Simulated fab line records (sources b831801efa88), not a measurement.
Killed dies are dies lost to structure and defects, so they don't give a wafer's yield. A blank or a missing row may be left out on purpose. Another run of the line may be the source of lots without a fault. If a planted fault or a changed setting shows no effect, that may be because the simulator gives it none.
Problem report, 8D (eight disciplines) form, completed by code ; flow sky130 ; the parts of the form that need people (team, actions taken, sign-off) are left out

## 1. WHAT IS WRONG
Across 5 wafers from 2 lots, PASSIVATION_CVD_02_THK at SKY_PASSIVATION_THK_MEAS_03 averages 593 nm, while fault-free wafers read 540 nm with a standard deviation of 7.2. Relative to the usual mean, that is a shift of +7.4 standard deviations.
The first sign was on wafer L136.2 at day 49 02:55, on film metro-04. At this step, 35 wafers from 12 lots have a number in the record. Rule for "out", or "out of limits": more than 4 standard deviations from the usual mean. The other wafers with a number count as sound.

## 2. WHAT IT IS, WHAT IT ISN'T
question;is;is not
which readings at this step;PASSIVATION_CVD_02_THK;-
which lots;L136, L137;L116, L117, L119, L120, L123, L124, L126, L127, L128, L138
which wafers of those lots;all that have a number;-
read on which gauges;film metro-03, film metro-04;film metro-02
when;from day 49 02:55;"up to then (27 sound wafers); but 3 sound wafers of L138 came after"

## 3. WHAT RULES OUT EACH SUSPECT
Counting: a tool at a process step up to the reading stays a suspect if it ran every lot that is out and no sound lot after the first of them.
- the gauge at SKY_PASSIVATION_THK_MEAS_03 has been ruled out. 2 gauges (film metro-03, film metro-04) read the wafers that are out.
- pvd sputter-01 at SKY_METAL5_SPUTTER_03 (material Ti, target thk 5 nm, time 3.3 s): kept. It processed each lot that is out, first L136 at day 48 07:50, and no sound lot thereafter; up to then, the last sound lot it processed was L127 at day 46 00:17.
- pecvd-04 at SKY_PASSIVATION_CVD_02 (deposits Si3N4, target thk 540 nm): kept. It processed each lot that is out, first L136 at day 49 02:34, and no sound lot thereafter; up to then, the last sound lot it processed was L128 at day 47 01:20. Its own rf fwd power W readings are out on those wafers.
The count leaves pecvd-04 at SKY_PASSIVATION_CVD_02 and pvd sputter-01 at SKY_METAL5_SPUTTER_03.

## 4. THE CAUSE (what the simulator had put in)
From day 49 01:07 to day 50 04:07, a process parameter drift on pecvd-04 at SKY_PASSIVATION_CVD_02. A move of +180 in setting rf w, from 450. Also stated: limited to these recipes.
Counting left 2 suspects, and this tool is among them.

## 5. SEQUENCE OF EFFECTS, ordered by route
Each row: a reading where the mean over the struck wafers with a number is more than 3 standard deviations away from the usual. Only readings for which the record gives a usual standard deviation are gone through. hours: the time from each lot's start at the first step in this table that gives one to its start at this step, as a median over the lots. sigmas: the change in usual standard deviations.
hours;step;reading;usual;on struck wafers;change;sigmas
0;SKY_PASSIVATION_CVD_02;rf fwd power W;449.1 W;628.6;+179.5;+99 or more
0;SKY_PASSIVATION_THK_MEAS_03;PASSIVATION_CVD_02_THK;540 nm;593;+53;+7.4
Here are the process steps it includes:
- SKY_PASSIVATION_CVD_02: deposits Si3N4, target thk 540 nm.

## 6. HOW IT WOULD HAVE BEEN CAUGHT EARLIER
2 hours passed between the start of the fault at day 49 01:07 and the first reading out of limits at a measuring or inspecting step in this record, taken at day 49 02:55.
Tool's own readings at SKY_PASSIVATION_CVD_02, rf fwd power W: out on all struck wafers the step has rows for; an alarm limit on them would have tripped on the first.
Of the lots that are out (2), L137 began SKY_PASSIVATION_CVD_02 on pecvd-04 after day 49 02:55. Holding the tool at that time would have saved it.
